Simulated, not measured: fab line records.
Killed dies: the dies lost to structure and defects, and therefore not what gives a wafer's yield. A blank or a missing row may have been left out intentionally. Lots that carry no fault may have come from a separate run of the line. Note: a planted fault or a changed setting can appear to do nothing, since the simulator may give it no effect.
Problem report in the 8D (eight disciplines) form, filled by code    flow sky130    the parts of the form that need people (team, actions taken, sign-off) are left out

== 1. PROBLEM STATEMENT ==
cd_nm at SKY_VIA2_CD_MEAS_12 reads a mean of 180.1 nm on 1 wafer of 1 lot; wafers without a fault read 199.8 nm with a standard deviation of 1.5. Measured from the usual mean, that is -13 standard deviations.
The step: target cd 200 nm.
First seen on wafer L807.4, day 39 23:31, on cd_sem-01. The record holds 36 wafers of 12 lots with a number at this step. Rule for "out", or "out of limits": more than 4 standard deviations from the usual mean. Any other wafer with a number is counted as sound.

== 2. WHAT IT IS; WHAT IT IS NOT ==
question                     is                 is not
which readings at this step  cd_nm              -
which lots                   L807               L795, L796, L798, L799, L801, L810, L811, L813, L814, L817, L818
which wafers of those lots   L807.4             L807.1, L807.5
read on which gauges         cd_sem-01          cd_sem-02
when                         from day 39 23:31  up to then (17 sound wafers); but 18 sound wafers of L810, L811, L813, L814, L817, L818 came after

== 3. SUSPECTS, AND WHAT RULES EACH OUT ==
Counting: any tool at a process step up to the reading remains a suspect provided it ran every lot that is out. Sound lots after the first of them don't rule it out here, since some wafers of a struck lot are sound.
- the gauge at SKY_VIA2_CD_MEAS_12: kept. All the wafers that are out were read on cd_sem-01, and no step on other tools shows them out.
- rie_diel-02 at SKY_POLY_GATE_ETCH_15 (etches BARC in N2/H2, stops on SiO2, time 118.5 s, target depth 110 nm): kept. L807, the lot that is out, went through it at day 20 17:22; up to then, the latest sound lot through it was L798 at day 17 11:43.
- pecvd-01 at SKY_CONTACT_CVD_00 (deposits Si3N4, target thk 75 nm): kept. L807, the lot that is out, went through it at day 34 08:51; up to then, the latest sound lot through it was L801 at day 32 09:02.
- litho_track-02 at SKY_VIA2_DEVELOP_11 (develop time 60 s): kept. L807, the lot that is out, went through it at day 39 23:00; up to then, the latest sound lot through it was L798 at day 37 04:00.
- rie_diel-02, SKY_POLY_GATE_ETCH_15: wafers that are out in chamber 3, sound lot-mates in chambers 1, 2.
- pecvd-01, SKY_CONTACT_CVD_00: wafers that are out in chamber 1, sound lot-mates in chambers 0, 2.
Left after counting: rie_diel-02 at SKY_POLY_GATE_ETCH_15, pecvd-01 at SKY_CONTACT_CVD_00, litho_track-02 at SKY_VIA2_DEVELOP_11, cd_sem-01 at SKY_VIA2_CD_MEAS_12.

== 4. THE CAUSE (what the simulator had put in) ==
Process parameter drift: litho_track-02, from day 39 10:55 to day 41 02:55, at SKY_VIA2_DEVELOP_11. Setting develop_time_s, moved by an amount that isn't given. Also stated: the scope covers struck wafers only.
Counting leaves 4 suspects; this tool is one of them.

== 5. THE EFFECT CHAIN, in route order ==
Each row: a reading whose mean over the struck wafers that have a number lies more than 3 standard deviations from the usual. Readings are gone through only where the record gives a usual standard deviation; hours: the median, over the lots, of the time from a lot's start at the first step in this table giving one to that lot's start at this step; sigmas: the change measured in usual standard deviations.
hours  step                 reading  usual     on struck wafers  change  sigmas
0      SKY_VIA2_CD_MEAS_12  cd_nm    199.8 nm  180.1             -19.7   -13

== 6. WHAT WOULD HAVE CAUGHT IT SOONER ==
13 hours passed between the start of the fault at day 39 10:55 and the first reading out of limits at a measuring or inspecting step in this record, taken at day 39 23:31.
No tool reading at SKY_VIA2_DEVELOP_11 that has a usual standard deviation in the record was out on any struck wafer, so an alarm limit of 4 standard deviations on those readings would not have fired.
The start of SKY_VIA2_DEVELOP_11 on litho_track-02 came by day 39 23:31 for every one of the lots that are out (1). Tool hold at that time: it would have spared none of them.
